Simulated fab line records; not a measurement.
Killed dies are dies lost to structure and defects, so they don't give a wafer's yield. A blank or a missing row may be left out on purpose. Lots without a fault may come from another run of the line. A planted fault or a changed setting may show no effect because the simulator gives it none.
Chamber matching || flow gf180mcu || GF_V1_CMP_04 on cmp-02 has 4 sister chambers
The step polishes SiO2. 4 wafers are shown with their chamber, then 12 later ones without.

## WAFERS PAIRED WITH THEIR CHAMBERS
{"wafer": "L091.5", "chamber": 1, "motor_current_A (A)": 12.8}
{"wafer": "L092.5", "chamber": 2, "motor_current_A (A)": 13.2}
{"wafer": "L093.3", "chamber": 3, "motor_current_A (A)": 15.8}
{"wafer": "L093.6", "chamber": 0, "motor_current_A (A)": 15.3}

## WAFERS WHOSE CHAMBER IS MISSING
{"wafer": "L094.2", "motor_current_A (A)": 15.7}
{"wafer": "L094.3", "motor_current_A (A)": 12.8}
{"wafer": "L094.6", "motor_current_A (A)": 13.3}
{"wafer": "L096.3", "motor_current_A (A)": 15.3}
{"wafer": "L096.4", "motor_current_A (A)": 15.1}
{"wafer": "L096.6", "motor_current_A (A)": 15.4}
{"wafer": "L097.1", "motor_current_A (A)": 12.1}
{"wafer": "L097.2", "motor_current_A (A)": 13.5}
{"wafer": "L097.3", "motor_current_A (A)": 15.1}
{"wafer": "L097.4", "motor_current_A (A)": 15.6}
{"wafer": "L097.5", "motor_current_A (A)": 12.4}
{"wafer": "L097.6", "motor_current_A (A)": 13.2}

## EACH ONE'S CHAMBER
{"wafer": "L094.2", "from the rows above": "can't be placed: 3 or 0", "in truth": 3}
{"wafer": "L094.3", "from the rows above": "can't be placed: 1 or 2", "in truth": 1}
{"wafer": "L094.6", "from the rows above": "can't be placed: 2 or 1", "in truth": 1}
{"wafer": "L096.3", "from the rows above": "can't be placed: 0 or 3", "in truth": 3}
{"wafer": "L096.4", "from the rows above": "can't be placed: 0 or 3", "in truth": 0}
{"wafer": "L096.6", "from the rows above": "can't be placed: 0 or 3", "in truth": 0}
{"wafer": "L097.1", "from the rows above": "can't be placed: 1 or 2", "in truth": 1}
{"wafer": "L097.2", "from the rows above": "can't be placed: 2 or 1", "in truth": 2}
{"wafer": "L097.3", "from the rows above": "can't be placed: 0 or 3", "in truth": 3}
{"wafer": "L097.4", "from the rows above": "can't be placed: 3 or 0", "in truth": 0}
{"wafer": "L097.5", "from the rows above": "can't be placed: 1 or 2", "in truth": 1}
{"wafer": "L097.6", "from the rows above": "can't be placed: 2 or 1", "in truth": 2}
Correctly placed: 0 of 12. These rows do not allow placing 12 (true chamber among the candidates in 12). 0 placed wrongly.
How it was worked out, from the rows above alone: a wafer's distance from a chamber is the root of the sum, over the readings, of the square of ((its reading less the chamber's mean) divided by the reading's scatter). The wafer belongs to the nearest chamber; if the next one is less than 2 further off, it can't be placed. Each chamber's mean is taken over the wafers shown for it. The scatter: root of mean squared gap, hidden wafer to nearest shown wafer, with one shown wafer a chamber.
